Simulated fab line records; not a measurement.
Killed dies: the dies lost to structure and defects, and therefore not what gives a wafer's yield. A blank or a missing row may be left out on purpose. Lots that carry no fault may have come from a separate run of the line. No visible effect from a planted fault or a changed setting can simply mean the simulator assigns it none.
Comparing a struck lot with a sound one || flow sky130 || 37 out of 708 route steps
Sound: wafers L948.1, L948.2, L948.5. Struck: wafers L934.3, L934.4, L934.5. The cause comes at the end.
Each step with rows lists, per side, the tool, then ch with its chambers, then its first start. Under that, the readings that differ: sound wafers || struck wafers || difference of the means || sigmas: that difference in standard deviations of wafers without a fault.
alike: readings with means less than 2 such deviations apart, plus words and numbers identical on both sides. not compared: withheld readings, readings lacking a value on some wafer, bounds such as >300 that could conceal the same value, and numbers that have no deviation in the record and whose values overlap.
A row with sigmas, a row that says differs or no value, or rows on one side alone: a step with any of these is where the two part. Non-overlapping numbers with no deviation appear without sigmas and do not part them. A reading missing from all wafers of one side parts the sides only when that side holds two or more wafers.

first, 10 steps without rows for these wafers: SKY_LDD_LDN_SOFTBAKE_03 (time 60 s); SKY_LDD_LDN_EXPOSE_04 (exposes mask LDNTM, target cd 700 nm); SKY_LDD_LDN_PEB_05; SKY_LDD_LDN_DEVELOP_06 (develop time 60 s); SKY_LDD_LDN_IMPLANT_08; SKY_LDD_LDN_IMPLANT_09; SKY_LDD_LDN_IMPLANT_10; SKY_LDD_LDN_IMPLANT_11; SKY_LDD_LDN_STRIP_12 (strips in O2/N2); SKY_LDD_LDN_CLEAN_14 (cleans in SC1/SC2, time 150 s).
SKY_SPACER_CVD_00: deposits Si3N4 from DCS/NH3, target thk 43.1 nm, time 740 s.
  sound on lpcvd-02 ch 0, day 29 16:14; struck on lpcvd-02 ch 1, day 24 19:50
{"reading": "model.Si3N4_of_SPACER_CVD_00.thk nm (nm)", "sound": "42.9 43.22 43.08", "struck": "39.9 39.62 39.3", "difference": -3.5, "sigmas": ""}
  alike: spike tc bottom C, spike tc top C, susceptor temp C
SKY_SPACER_THK_MEAS_01:
  sound on film metro-04, day 29 17:26; struck on film metro-02, day 24 21:04
{"reading": "SPACER_CVD_00_THK (nm)", "sound": "42.9 43.2 43.1", "struck": "39.9 39.7 39.3", "difference": -3.4, "sigmas": -9}
SKY_SPACER_ETCHBACK_02: etches Si3N4 in CH3F/O2, stops on SiO2, time 46.7 s, target depth 45 nm.
  sound on rie diel-03 ch 1,2,3, day 29 17:30; struck on rie diel-04 ch 0,2, day 24 21:06
{"reading": "oes product au (a.u.)", "sound": "0.854 0.857 0.857", "struck": "0.814 0.823 0.814", "difference": -0.039, "sigmas": -6}
{"reading": "model.etch.depth nm (nm)", "sound": "42.9 43.22 43.08", "struck": "39.9 39.62 39.3", "difference": -3.5, "sigmas": ""}
  alike: drypump motor current A, rf fwd power W, throttle valve pct
  not compared: rf hours counter h
then, 22 steps without rows for these wafers: SKY_POLY_CUT_DEHYDRATE_00 (time 60 s); SKY_POLY_CUT_HMDS_01 (prime time 60 s); SKY_POLY_CUT_COAT_02 (resist thk 60 nm); SKY_POLY_CUT_COAT_03 (resist thk 450 nm); SKY_POLY_CUT_SOFTBAKE_04 (time 90 s); SKY_POLY_CUT_EXPOSE_05 (exposes mask NPCM, target cd 270 nm); SKY_POLY_CUT_PEB_06; SKY_POLY_CUT_DEVELOP_07 (develop time 60 s); SKY_POLY_CUT_ETCH_10 (etches BARC in N2/H2, stops on SiO2, time 45.9 s, target depth 60 nm); SKY_POLY_CUT_ETCH_11 (etches Si3N4 in CF4/CH2F2/Ar, stops on poly-Si, time 42.5 s, target depth 60 nm); SKY_POLY_CUT_STRIP_12 (strips in O2/N2); SKY_SD_P_DEHYDRATE_00 (time 60 s); SKY_SD_P_HMDS_01 (prime time 60 s); SKY_SD_P_COAT_02 (resist thk 1140 nm); SKY_SD_P_SOFTBAKE_03 (time 60 s); SKY_SD_P_EXPOSE_04 (exposes mask PSDM, target cd 380 nm); SKY_SD_P_PEB_05; SKY_SD_P_DEVELOP_06 (develop time 60 s); SKY_SD_P_IMPLANT_09; SKY_SD_P_STRIP_10 (strips in O2/N2); SKY_RES_XHIGH_DEHYDRATE_00 (time 60 s); SKY_RES_XHIGH_HMDS_01 (prime time 60 s).
-- the record jumps here: 5 days lie between the struck wafers' starts before and after (it left off in module RES_XHIGH and takes up again in module SALICIDE, whose first step shown is number 361 of the route) --
SKY_SALICIDE_CLEAN_00: cleans in HF-last, time 30 s.
  sound on wet bench-03 ch 1, day 34 09:31; struck on wet bench-03 ch 3, day 29 18:28
{"reading": "model.Si3N4_of_SPACER_CVD_00.thk nm (nm)", "sound": "41.92 42.25 42.1", "struck": "38.93 38.65 38.33", "difference": -3.45, "sigmas": ""}
-- the record jumps here: 17 days lie between the struck wafers' starts before and after (it left off in module SALICIDE and takes up again in module PAD_OPEN, whose first step shown is number 708 of the route) --
SKY_PAD_OPEN_PROBE_99:
  sound on prober-01, day 50 06:49; struck on prober-01, day 47 03:17
  alike: killed_at_M0_to_M3, killed_at_M4_up, killed at contacts, killed at front end, killed at other, killed dies, killed on rim, killed open, killed short
  not compared: model.etest.pfet_01v8.r on ohm um, model.etest.sonos uncharged.r on ohm um, model.etest.pfet_01v8.drive ua um, model.etest.pfet_01v8_hvt.drive ua um

== WHERE THEY PART ==
First at SKY_SPACER_THK_MEAS_01; last, within this record, at SKY_SPACER_ETCHBACK_02. Later steps at which nothing parts them and some readings are alike: SKY_PAD_OPEN_PROBE_99.

WHY: whatever the simulator had introduced
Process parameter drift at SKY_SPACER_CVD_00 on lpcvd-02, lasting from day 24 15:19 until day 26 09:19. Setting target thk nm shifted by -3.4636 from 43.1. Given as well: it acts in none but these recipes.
